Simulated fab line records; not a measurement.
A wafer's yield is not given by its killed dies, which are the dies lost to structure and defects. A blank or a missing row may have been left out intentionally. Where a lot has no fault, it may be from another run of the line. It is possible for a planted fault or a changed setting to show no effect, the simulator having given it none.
Which tool is to blame? -- flow gf180mcu -- 18 wafers from 6 lots sampled at 2 of the route's 602 steps

WHAT EACH GAUGE READ, for each wafer
GF_V5_BOW_MEAS_05.
lot,measured,on,V5_BOW (um)
L271,day 27 06:01,film metro-02,124 128 128
L273,day 28 04:27,film metro-02,127 128 121
L275,day 28 18:35,film metro-01,151 148 157
L278,day 29 12:10,film metro-02,133 136 132
L283,day 30 22:29,film metro-02,145 135 152
L290,day 32 16:40,film metro-03,148 124 128

EACH LOT AND THE TOOL THAT RAN IT (in order: tool; ch and the chambers of the sampled wafers; start)
lot,GF_V5_CMP_04
L271,"cmp-02 ch 0,1,3, day 27 05:47"
L273,"cmp-02 ch 2,3, day 28 04:08"
L275,"cmp-01 ch 0,1, day 28 18:16"
L278,"cmp-01 ch 0,1, day 29 11:52"
L283,"cmp-02 ch 0,2,3, day 30 22:14"
L290,"cmp-02 ch 0,3, day 32 16:19"
- GF_V5_CMP_04: polishes SiO2.

THE ANSWER, worked out from the rows above alone
Rule: the lots themselves supply what counts as usual. The widest of any qualifying gaps counts: lots, ordered by their means at a reading, are off when they make up no more than a third of the lots, leave a main group of 4 or more, and stand apart from it by 3 or more times the standard deviation of that group's means. The tables above print the reading to a certain number of digits; a main group whose means all agree to those digits is not used. Also off: a lot with no number at a reading for which 4 or more lots have one. All remaining lots with rows at the step are treated as sound.
No lot is off on any of the readings shown, so nothing can be concluded from this.

WHAT THE SIMULATOR HAD INSERTED
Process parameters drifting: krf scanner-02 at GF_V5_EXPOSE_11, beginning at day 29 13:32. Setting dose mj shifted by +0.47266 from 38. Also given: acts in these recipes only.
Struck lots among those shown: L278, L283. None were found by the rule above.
